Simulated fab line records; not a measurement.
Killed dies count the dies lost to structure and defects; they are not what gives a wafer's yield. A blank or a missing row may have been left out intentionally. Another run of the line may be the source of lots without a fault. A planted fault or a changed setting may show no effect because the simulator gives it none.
fab line records + flow sfqLine
record
- lots=6
- wafers=18
- lastDay=83
route steps=325 shown M4@152 I4@163
lots with no fault: from the same line, run without faults
startH: start of the lot's first displayed wafer, in hours after the record's first day + waitH: hours since the lot's step before + " unchanged from the row above + L1.1+2: a row that stands for several wafers + - no value, or no start given + * or withheld: withheld + < > ~ a bound
route shown NAME@n: NAME is a module with steps in the file, n the number in the route of the first one + usual: average and standard deviation across the fault-free wafers + same: alike in all rows + chamber/n: place in a boat + sites: readings site by site + _std_site: standard deviation across them + _edge_site: inner sites' mean taken away from outer sites' mean + radiusMm: how far each site lies from the wafer's centre + mask NAME#n: copy n + behind: the most recent tool/chamber to have shaped the wafer + hold: what put the lot on hold/how long, in hours/how the hold closed + device: the transistor (n, p or np) that didn't switch + end of line: tests run on the same wafers once the route is complete + a step without rows: its recipe alone + killed: at the first sort, the dies lost to defects and structure; wafer yield is something else + map: per-die view of a wafer (x killed, . not killed, _ where there is no die)
set.NAME: the setting as run; set.NAME@STEP: as run at that earlier step + model.NAME: the simulator's own value behind a step, which no gauge read
lots at selected steps of the route; one table per step, one row per wafer
services: when a tool's chamber went out of use (startH, in hours from the record's first day, below 0 if earlier), for how many hours, and the reason
## steps
# step SFQ_TRILAYER_M4_LITHO_COAT_098
# recipe
- resist=BARC
- spinRpm=3000
- resistThkNm=62
# step SFQ_TRILAYER_M4_LITHO_COAT_093
# recipe
- resist=KrF
- spinRpm=3000
- resistThkNm=600
# step SFQ_TRILAYER_M4_LITHO_SOFTBAKE_097
# recipe
- tempC=withheld
- timeS=withheld
- resist=KrF
# step SFQ_TRILAYER_M4_LITHO_EXPOSE_094
# recipe
- maskId=M4
- na=0.6
- sourceShape=conventional
- sigmaOuter=0.65
- targetCdNm=500
- doseMj=14.4
# step SFQ_TRILAYER_M4_LITHO_PEB_096
# recipe
- pebTempC=115
- pebTimeS=60
- resist=KrF
# step SFQ_TRILAYER_M4_LITHO_DEVELOP_095
# recipe
- timeS=60
- resist=KrF
# step SFQ_M4_OVL_MEAS_926
# usual
- M4_OVL=-6/6.8
| lot.wafer | tool       | chamber | startH  | waitH | M4_OVL[nm] |
|-----------|------------|---------|---------|-------|------------|
| L764.2    | overlay-01 | -       | 1119.04 | 0.1   | -8         |
| L764.3    | "          | -       | "       | "     | -10        |
| L764.5    | "          | -       | "       | "     | -8         |
| L774.1    | overlay-02 | -       | 1250.14 | 0.1   | -12        |
| L774.3    | "          | -       | "       | "     | -11        |
| L774.4    | "          | -       | "       | "     | -16        |
| L777.3    | overlay-01 | -       | 1272.51 | 0.1   | -5         |
| L777.4    | "          | -       | "       | "     | -2         |
| L777.6    | "          | -       | "       | "     | 4          |
| L778.1    | overlay-01 | -       | 1277.29 | 0.1   | -9         |
| L778.2    | "          | -       | "       | "     | -15        |
| L778.5    | "          | -       | "       | "     | -10        |
| L782.2    | overlay-01 | -       | 1332.50 | 0.1   | -16        |
| L782.3    | "          | -       | "       | "     | -20        |
| L782.4    | "          | -       | "       | "     | -14        |
| L787.2    | overlay-01 | -       | 1363.70 | 0.1   | -2         |
| L787.4    | "          | -       | "       | "     | -4         |
| L787.6    | "          | -       | "       | "     | 3          |
# step SFQ_TRILAYER_M4_BARC_OPEN_METAL_ETCH_123
# recipe
- maskMaterial=PR
- chemistry=O2
- targetDepthNm=125
- target=BARC
- icpW=600
- biasW=80
- pressureMtorr=10
- timeS=41.7
# usual
- drypumpMotorCurrentA=5.60/0.28
- oesProductAu=0.686/0.0045
| lot.wafer | tool        | chamber | startH  | waitH | drypumpMotorCurrentA | oesProductAu | rfHoursCounterH |
|-----------|-------------|---------|---------|-------|----------------------|--------------|-----------------|
| L764.2    | rieMetal-04 | 1       | 1119.07 | 0.0   | 5.18                 | 0.690        | 2               |
| L764.3    | "           | 1       | "       | "     | 5.18                 | 0.687        | -               |
| L764.5    | "           | 0       | "       | "     | 5.49                 | 0.682        | -               |
| L774.1    | rieMetal-01 | 0       | 1250.18 | 0.0   | 5.34                 | 0.686        | 78              |
| L774.3    | "           | 0       | "       | "     | 5.32                 | 0.685        | -               |
| L774.4    | "           | 1       | "       | "     | 6.08                 | 0.690        | -               |
| L777.3    | rieMetal-02 | 1       | 1272.55 | 0.0   | 5.89                 | 0.676        | -               |
| L777.4    | "           | 0       | "       | "     | 5.64                 | 0.688        | -               |
| L777.6    | "           | 1       | "       | "     | 5.88                 | 0.681        | -               |
| L778.1    | rieMetal-02 | 0       | 1277.33 | 0.0   | 5.63                 | 0.678        | 21              |
| L778.2    | "           | 1       | "       | "     | 5.88                 | 0.683        | 38              |
| L778.5    | "           | 0       | "       | "     | 5.62                 | 0.680        | -               |
| L782.2    | rieMetal-01 | 0       | 1332.53 | 0.0   | 5.33                 | 0.682        | 97              |
| L782.3    | "           | 1       | "       | "     | 6.06                 | 0.688        | -               |
| L782.4    | "           | 0       | "       | "     | 5.32                 | 0.682        | -               |
| L787.2    | rieMetal-02 | 1       | 1363.75 | 0.0   | 5.89                 | 0.686        | -               |
| L787.4    | "           | 1       | "       | "     | 5.89                 | 0.683        | -               |
| L787.6    | "           | 1       | "       | "     | 5.88                 | 0.684        | -               |
# step SFQ_TRILAYER_M4_ETCH_METAL_ETCH_096
# recipe
- target=Nb
- stopOn=SiO2
- maskMaterial=PR
- chemistry=Cl2/Ar
- targetDepthNm=240
- icpW=600
- biasW=80
- pressureMtorr=10
- timeS=120
# usual
- drypumpMotorCurrentA=5.60/0.28
- oesProductAu=0.891/0.0071
| lot.wafer | tool        | chamber | startH  | waitH | drypumpMotorCurrentA | oesProductAu | rfHoursCounterH |
|-----------|-------------|---------|---------|-------|----------------------|--------------|-----------------|
| L764.2    | rieMetal-04 | 1       | 1119.13 | 0.0   | 5.21                 | 0.896        | 2               |
| L764.3    | "           | 1       | "       | "     | 5.21                 | 0.894        | -               |
| L764.5    | "           | 0       | "       | "     | 5.51                 | 0.896        | -               |
| L774.1    | rieMetal-01 | 0       | 1250.24 | 0.0   | 5.32                 | 0.899        | 78              |
| L774.3    | "           | 0       | "       | "     | 5.34                 | 0.904        | -               |
| L774.4    | "           | 1       | "       | "     | 6.09                 | 0.892        | -               |
| L777.3    | rieMetal-02 | 1       | 1272.63 | 0.1   | 5.89                 | 0.888        | -               |
| L777.4    | "           | 0       | "       | "     | 5.65                 | 0.900        | -               |
| L777.6    | "           | 1       | "       | "     | 5.89                 | 0.877        | -               |
| L778.1    | rieMetal-02 | 0       | 1277.39 | 0.0   | 5.64                 | 0.894        | 21              |
| L778.2    | "           | 1       | "       | "     | 5.89                 | 0.889        | 38              |
| L778.5    | "           | 0       | "       | "     | 5.64                 | 0.898        | -               |
| L782.2    | rieMetal-01 | 0       | 1332.59 | 0.0   | 5.33                 | 0.902        | 97              |
| L782.3    | "           | 1       | "       | "     | 6.06                 | 0.892        | -               |
| L782.4    | "           | 0       | "       | "     | 5.31                 | 0.892        | -               |
| L787.2    | rieMetal-02 | 1       | 1363.89 | 0.1   | 5.91                 | 0.887        | -               |
| L787.4    | "           | 1       | "       | "     | 5.89                 | 0.892        | -               |
| L787.6    | "           | 1       | "       | "     | 5.90                 | 0.886        | -               |
# step SFQ_TRILAYER_M4_STRIP_STRIP_097
# recipe
- gas=O2
- powerW=200
- platenTempC=40
- overashFraction=0.65
- chemistry=O2
- pressureMtorr=50
# usual
- drypumpMotorCurrentA=5.60/0.28
- oesProductAu=0.994/0.011
# same
- overashFraction=0.65
| lot.wafer | tool        | chamber | startH  | waitH | drypumpMotorCurrentA | oesProductAu | rfHoursCounterH |
|-----------|-------------|---------|---------|-------|----------------------|--------------|-----------------|
| L764.2    | rieMetal-04 | 1       | 1119.25 | 0.1   | 5.18                 | 0.989        | 2               |
| L764.3    | "           | 1       | "       | "     | 5.18                 | 1.021        | -               |
| L764.5    | "           | 0       | "       | "     | 5.52                 | 0.996        | -               |
| L774.1    | rieMetal-01 | 0       | 1250.37 | 0.1   | 5.34                 | 0.982        | 78              |
| L774.3    | "           | 0       | "       | "     | 5.33                 | 0.977        | -               |
| L774.4    | "           | 1       | "       | "     | 6.08                 | 0.982        | -               |
| L777.3    | rieMetal-02 | 1       | 1272.92 | 0.2   | 5.89                 | 0.988        | -               |
| L777.4    | "           | 0       | "       | "     | 5.63                 | 1.003        | -               |
| L777.6    | "           | 1       | "       | "     | 5.88                 | 0.992        | -               |
| L778.1    | rieMetal-02 | 0       | 1277.52 | 0.1   | 5.63                 | 0.984        | 21              |
| L778.2    | "           | 1       | "       | "     | 5.87                 | 0.984        | 38              |
| L778.5    | "           | 0       | "       | "     | 5.62                 | 0.986        | -               |
| L782.2    | rieMetal-01 | 0       | 1332.72 | 0.1   | 5.34                 | 0.982        | 97              |
| L782.3    | "           | 1       | "       | "     | 6.10                 | 0.989        | -               |
| L782.4    | "           | 0       | "       | "     | 5.36                 | 0.988        | -               |
| L787.2    | rieMetal-02 | 1       | 1364.30 | 0.4   | 5.88                 | 0.976        | -               |
| L787.4    | "           | 1       | "       | "     | 5.87                 | 0.987        | -               |
| L787.6    | "           | 1       | "       | "     | 5.87                 | 0.998        | -               |
# step SFQ_TRILAYER_M4_STRIP_SOLV_CLEAN_098
# recipe
- chemistry=NMP
- tempC=70
- timeS=600
# step SFQ_TRILAYER_I4_DEP_PECVD_099
# recipe
- material=SiO2
- tempC=150
- timeS=111.11
- pressureTorr=2.4
- rfW=183.3
- precursor=SiH4/N2O
- targetThkNm=500
# usual
- heaterPowerW=82/17
- showerheadVppV=839/31
- throttleValvePct=24.7/1.9
| lot.wafer | tool     | chamber | startH  | waitH | heaterPowerW | showerheadVppV | throttleValvePct |
|-----------|----------|---------|---------|-------|--------------|----------------|------------------|
| L764.2    | pecvd-03 | 1       | 1120.03 | 0.0   | 77           | 873            | 27.5             |
| L764.3    | "        | 2       | "       | "     | 80           | 832            | 23.0             |
| L764.5    | "        | 1       | "       | "     | 65           | 883            | 27.6             |
| L774.1    | pecvd-03 | 0       | 1251.14 | 0.0   | 109          | 841            | 25.0             |
| L774.3    | "        | 1       | "       | "     | 68           | 873            | 28.0             |
| L774.4    | "        | 2       | "       | "     | 76           | 802            | 23.0             |
| L777.3    | pecvd-02 | 2       | 1273.49 | 0.0   | 70           | 803            | 23.0             |
| L777.4    | "        | 1       | "       | "     | 89           | 891            | 21.7             |
| L777.6    | "        | 2       | "       | "     | 72           | 808            | 23.2             |
| L778.1    | pecvd-03 | 0       | 1278.29 | 0.0   | 108          | 840            | 24.9             |
| L778.2    | "        | 1       | "       | "     | 80           | 867            | 27.8             |
| L778.5    | "        | 2       | "       | "     | 76           | 831            | 22.8             |
| L782.2    | pecvd-03 | 1       | 1333.49 | 0.0   | 71           | 867            | 27.6             |
| L782.3    | "        | 0       | "       | "     | 109          | 844            | 24.6             |
| L782.4    | "        | 1       | "       | "     | 74           | 870            | 27.9             |
| L787.2    | pecvd-01 | 1       | 1365.48 | 0.0   | 104          | 832            | 27.7             |
| L787.4    | "        | 2       | "       | "     | 77           | 829            | 25.5             |
| L787.6    | "        | 1       | "       | "     | 108          | 834            | 27.9             |
# step SFQ_TRILAYER_I4_CMP_CMP_100
# recipe
- material=SiO2
- downForcePsi=3
- platenRpm=60
- padVelocityMS=0.94248
# usual
- edgeZonePressureFrac=0.999/0.0045
- motorCurrentA=9.5/0.87
- slurryFlowMlMin=150.0/0.47
- timeToEndpointS=214/9
| lot.wafer | tool   | chamber | startH  | waitH | edgeZonePressureFrac | motorCurrentA | slurryFlowMlMin | timeToEndpointS |
|-----------|--------|---------|---------|-------|----------------------|---------------|-----------------|-----------------|
| L764.2    | cmp-02 | 0       | 1120.11 | 0.0   | 0.999                | 8.6           | 149.8           | 221             |
| L764.3    | "      | 3       | 1121.61 | 1.5   | 1.002                | 9.7           | 149.7           | 204             |
| L764.5    | "      | 0       | "       | "     | 0.999                | 8.8           | 149.9           | 238             |
| L774.3    | cmp-02 | 3       | 1251.22 | 0.0   | 1.000                | 9.8           | 149.8           | 197             |
| L774.4    | "      | 1       | 1252.22 | 1.0   | 1.004                | 9.5           | 149.5           | 212             |
| L774.1    | "      | 2       | "       | "     | 0.995                | 8.0           | 150.0           | 202             |
| L777.3    | cmp-02 | 0       | 1280.52 | 7.0   | 0.999                | 8.5           | 150.3           | 125             |
| L777.4    | "      | 2       | 1281.52 | 8.0   | 0.995                | 8.3           | 149.2           | 215             |
| L777.6    | "      | 0       | 1282.52 | 9.0   | 0.997                | 9.0           | 150.4           | 123             |
| L778.1    | cmp-02 | 0       | 1286.02 | 7.7   | 0.996                | 8.5           | 150.1           | 113             |
| L778.2    | "      | 3       | 1287.52 | 9.2   | 0.996                | 9.9           | 150.5           | 208             |
| L778.5    | "      | 0       | "       | "     | 0.994                | 9.0           | 150.2           | 129             |
| L782.3    | cmp-01 | 3       | 1360.42 | 26.9  | 0.997                | 10.7          | 151.1           | 229             |
| L782.4    | "      | 0       | "       | "     | 1.003                | 9.0           | 149.8           | 221             |
| L782.2    | "      | 1       | "       | "     | 0.999                | 8.3           | 150.2           | 215             |
| L787.2    | cmp-01 | 2       | 1401.20 | 35.7  | 1.000                | 9.7           | 149.9           | 200             |
| L787.4    | "      | 3       | "       | "     | 1.004                | 11.4          | 148.9           | 215             |
| L787.6    | "      | 0       | "       | "     | 0.998                | 9.8           | 149.2           | 209             |
# step SFQ_I4_BOW_MEAS_927
# recipe
- mode=bow
# usual
- I4_BOW=6/11
| lot.wafer | tool         | chamber | startH  | waitH | I4_BOW[um] |
|-----------|--------------|---------|---------|-------|------------|
| L764.2    | filmMetro-03 | -       | 1123.13 | 2.5   | -2         |
| L764.3    | "            | -       | "       | "     | -12        |
| L764.5    | "            | -       | "       | "     | -9         |
| L774.1    | filmMetro-04 | -       | 1254.22 | 1.0   | 8          |
| L774.3    | "            | -       | "       | "     | 6          |
| L774.4    | "            | -       | "       | "     | 8          |
| L777.3    | filmMetro-04 | -       | 1283.06 | 2.0   | 10         |
| L777.4    | "            | -       | "       | "     | 17         |
| L777.6    | "            | -       | "       | "     | 10         |
| L778.1    | filmMetro-04 | -       | 1289.02 | 2.5   | 12         |
| L778.2    | "            | -       | "       | "     | 2          |
| L778.5    | "            | -       | "       | "     | 20         |
| L782.2    | filmMetro-03 | -       | 1363.44 | 1.5   | 8          |
| L782.3    | "            | -       | "       | "     | 0          |
| L782.4    | "            | -       | "       | "     | 16         |
| L787.2    | filmMetro-04 | -       | 1403.22 | 1.5   | 8          |
| L787.4    | "            | -       | "       | "     | 4          |
| L787.6    | "            | -       | "       | "     | 10         |
## services
| tool        | chamber | startH  | hours | kind   |
|-------------|---------|---------|-------|--------|
| rieMetal-04 | -       | 1128.82 | 2.3   | repair |
| rieMetal-04 | 0       | 1135.86 | 15.9  | repair |
| pecvd-03    | -       | 1151.10 | 18.3  | repair |
| rieMetal-01 | 0       | 1160.92 | 49.1  | repair |
| rieMetal-02 | 1       | 1166.96 | 2.4   | repair |
| cmp-02      | -       | 1172.41 | 0.5   | repair |
| cmp-01      | -       | 1185.82 | 1.2   | repair |
| rieMetal-01 | -       | 1199.70 | 14.6  | pm     |
| rieMetal-02 | 0       | 1245.67 | 2.5   | repair |
| cmp-02      | -       | 1247.41 | 0.8   | repair |
| cmp-01      | -       | 1260.42 | 4.0   | pm     |
| cmp-02      | -       | 1266.13 | 1.9   | repair |
| cmp-02      | -       | 1271.10 | 0.8   | repair |
| cmp-01      | -       | 1288.96 | 1.9   | repair |
| cmp-01      | -       | 1300.49 | 0.3   | repair |
| rieMetal-02 | -       | 1324.52 | 1.4   | pm     |
| cmp-02      | -       | 1338.12 | 0.6   | repair |
| cmp-02      | -       | 1347.77 | 7.1   | repair |
| cmp-02      | -       | 1352.29 | 3.1   | repair |
| rieMetal-02 | 0       | 1361.30 | 8.1   | repair |
| rieMetal-01 | 1       | 1372.04 | 4.8   | repair |
| cmp-01      | -       | 1372.42 | 3.8   | pm     |
| rieMetal-01 | 0       | 1390.89 | 7.9   | repair |
| pecvd-03    | -       | 1399.14 | 1.2   | repair |
## key
firstSign
- step=SFQ_TRILAYER_I4_CMP_CMP_100
- reading=timeToEndpointS
- direction=down
- sigmas=10
- usual=*
- struck=*
effect none on later readings
metAt SFQ_TRILAYER_I4_CMP_CMP_100
struckWafers L777.3,L777.6,L778.1,L778.5
onsetBetween 1120.11 1280.52
fault
- kind=processParameterDrift
- tool=cmp-02
- chamber=0
- onsetH=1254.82
- steps=SFQ_TRILAYER_I4_CMP_CMP_100
- channel=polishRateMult
- offset=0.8
- shape=step
- endH=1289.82
